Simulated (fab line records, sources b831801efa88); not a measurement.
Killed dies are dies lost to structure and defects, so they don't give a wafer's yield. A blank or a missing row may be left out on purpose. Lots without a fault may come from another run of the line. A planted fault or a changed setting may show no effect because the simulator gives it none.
Which tool did it? | flow gf180mcu | 6 lots, 18 wafers sampled, at 4 steps of a route of 602

WHAT THE GAUGES READ, wafer by wafer
GF_DUAL_GATE_THK_MEAS_03.
lot  | measured     | on            | DUAL_GATE_OXIDATION_00_THK (nm)
L261 | day 8 05:26  | film_metro-01 | 10.72 10.63 10.62
L268 | day 10 03:31 | film_metro-01 | 10.98 10.84 10.82
L270 | day 10 19:38 | film_metro-03 | 11.25 11.21 11.19
L272 | day 11 03:28 | film_metro-04 | 12.80 12.82 12.92
L275 | day 12 06:55 | film_metro-04 | 10.54 10.42 10.65
L282 | day 14 06:54 | film_metro-01 | 11.05 10.78 10.85

WHICH TOOL RAN EACH LOT (tool, then ch and the chambers of the sampled wafers, then the start)
lot  | GF_VT_IMPLANT_STRIP_09               | GF_VT_IMPLANT_RTA_45             | GF_DUAL_GATE_OXIDATION_02
L261 | plasma_asher-02 ch 0,1, day 6 06:06  | rtp_anneal-01 ch 0, day 8 03:13  | furnace-02 ch 0, day 8 03:58
L268 | plasma_asher-04 ch 0,1, day 7 20:05  | rtp_anneal-02 ch 0, day 9 23:59  | furnace-02 ch 0, day 10 02:04
L270 | plasma_asher-04 ch 0,1, day 8 10:39  | rtp_anneal-02 ch 0, day 10 16:40 | furnace-01 ch 0, day 10 18:11
L272 | plasma_asher-04 ch 0,1, day 8 19:33  | rtp_anneal-02 ch 0, day 11 01:15 | furnace-02 ch 0, day 11 02:01
L275 | plasma_asher-04 ch 0,1, day 9 20:50  | rtp_anneal-02 ch 0, day 12 04:43 | furnace-01 ch 0, day 12 05:28
L282 | plasma_asher-02 ch 0,1, day 11 15:26 | rtp_anneal-02 ch 0, day 14 04:31 | furnace-01 ch 0, day 14 05:25
- GF_VT_IMPLANT_STRIP_09: strips in O2/N2.
- GF_VT_IMPLANT_RTA_45: time 30 s.
- GF_DUAL_GATE_OXIDATION_02: stabilise 600 s, purge 300 s, target thk 10.887 nm.

THE ANSWER, worked out from the rows above alone
Rule: what is usual is taken from the lots themselves. Put in order of their means at a reading, lots are off if they are a third of the lots or fewer, leave a main group of 4 or more, and stand apart from it by a gap of 3 or more times the standard deviation of the main group's means; of several such gaps the widest counts. A main group whose means are all the same, to the digits that the tables above print for the reading, isn't used. A lot without any number at a reading at which 4 lots or more have one is off too. The other lots that the step has rows for count as sound.
Off: L272, at GF_DUAL_GATE_THK_MEAS_03 (DUAL_GATE_OXIDATION_00_THK). The main group: mean 10.84 nm, standard deviation 0.23.
A tool fits if, at a process step before that reading, it ran every lot that is off, and no sound lot after the first of them. The gauges at GF_DUAL_GATE_THK_MEAS_03 are tried like those tools. One fits: furnace-02 at GF_DUAL_GATE_OXIDATION_02. Its last sound lot is L268 (day 10 02:04), its first lot that is off L272 (day 11 02:01): a fault that began between those two fits.

WHAT THE SIMULATOR HAD PUT IN
Process parameter drift: furnace-02, from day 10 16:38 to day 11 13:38, at GF_DUAL_GATE_OXIDATION_02. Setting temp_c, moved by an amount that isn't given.
Lots struck among those shown: L272. The rule above found the same.
